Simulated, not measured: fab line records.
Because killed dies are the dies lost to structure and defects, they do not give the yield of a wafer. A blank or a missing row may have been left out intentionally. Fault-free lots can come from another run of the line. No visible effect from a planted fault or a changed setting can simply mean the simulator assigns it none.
One fault seen from 2 desks || flow gf180mcu || numbers are kept per desk, each desk with only its own; the story behind them comes last

THE TOOL OWNER'S DESK: pecvd-01
The tool's own readings at GF_CONTACT_CVD_02 (deposits SiO2 from TEOS, target thk 860 nm, time 95.992 s): means of the sampled wafers that have a number, for each lot that ran on this tool. Marked OUT: a lot whose mean sits more than 4 standard deviations from the usual mean, which makes it out of limits; the brackets give that distance.
Columns: A = heater_power_w at GF_CONTACT_CVD_02, usual 620 W; B = susceptor_temp_C at GF_CONTACT_CVD_02, usual 399.97 C
{"lot": "L287", "first seen here": "day 15 16:52", "A": 691, "B": 399.74}
{"lot": "L288", "first seen here": "day 15 22:32", "A": 615, "B": 399.74}
{"lot": "L289", "first seen here": "day 16 05:00", "A": 593, "B": 400.28}
{"lot": "L294", "first seen here": "day 19 00:02", "A": 655, "B": 399.80}
{"lot": "L296", "first seen here": "day 19 08:33", "A": 572, "B": 399.98}
{"lot": "L306", "first seen here": "day 23 01:05", "A": 571, "B": 400.00}
Finding of this desk: none of the 6 lots has anything out of limits.

AT THE METROLOGY DESK
What the gauges read for every lot (on any tool): the sampled wafers with a number, averaged. Marked OUT: a lot whose mean sits more than 4 standard deviations from the usual mean, which makes it out of limits; the brackets give that distance.
Columns: A = HV_LDD_03_OVL at GF_HV_LDD_OVL_MEAS_47, usual -0.7 nm; B = CONTACT_CVD_02_THK at GF_CONTACT_THK_MEAS_03, usual 863 nm
{"lot": "L286", "first seen here": "day 12 10:52", "A": -2.3, "B": 870}
{"lot": "L287", "first seen here": "day 12 20:10", "A": -0.3, "B": 863}
{"lot": "L288", "first seen here": "day 13 02:30", "A": -0.1, "B": 861}
{"lot": "L289", "first seen here": "day 13 07:10", "A": 1.1, "B": 856}
{"lot": "L294", "first seen here": "day 15 20:34", "A": -2.1, "B": "911 (+4.4) OUT"}
{"lot": "L296", "first seen here": "day 16 04:40", "A": -1.5, "B": 904}
{"lot": "L300", "first seen here": "day 17 05:22", "A": -1.3, "B": 868}
{"lot": "L304", "first seen here": "day 18 22:04", "A": -0.7, "B": 872}
{"lot": "L305", "first seen here": "day 19 09:37", "A": -1.0, "B": 879}
{"lot": "L307", "first seen here": "day 19 20:37", "A": 2.0, "B": 868}
{"lot": "L306", "first seen here": "day 19 21:37", "A": -1.3, "B": 854}
{"lot": "L308", "first seen here": "day 20 19:22", "A": 2.1, "B": 868}
This desk's result: L294 out of limits, first on L294 (CONTACT_CVD_02_THK at GF_CONTACT_THK_MEAS_03), day 19 00:07. In limits: L286, L287, L288, L289, L296, L300, L304, L305, L307, L306, L308.

BROUGHT TOGETHER
Metrology desk: alarm possible at day 19 00:07 on L294.
The desk of the tool owner found nothing out of limits.
The tool owner's desk has L294 on record, within its limits.
The lots listed all ran GF_CONTACT_CVD_02 on pecvd-01.

WHAT HAD BEEN PUT IN BY THE SIMULATOR
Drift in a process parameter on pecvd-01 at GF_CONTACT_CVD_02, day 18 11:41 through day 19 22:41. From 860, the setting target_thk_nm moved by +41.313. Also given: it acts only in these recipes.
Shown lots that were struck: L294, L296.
Time in hours between the start of the fault and the first out-of-limits reading at each desk: metrology desk, 12.
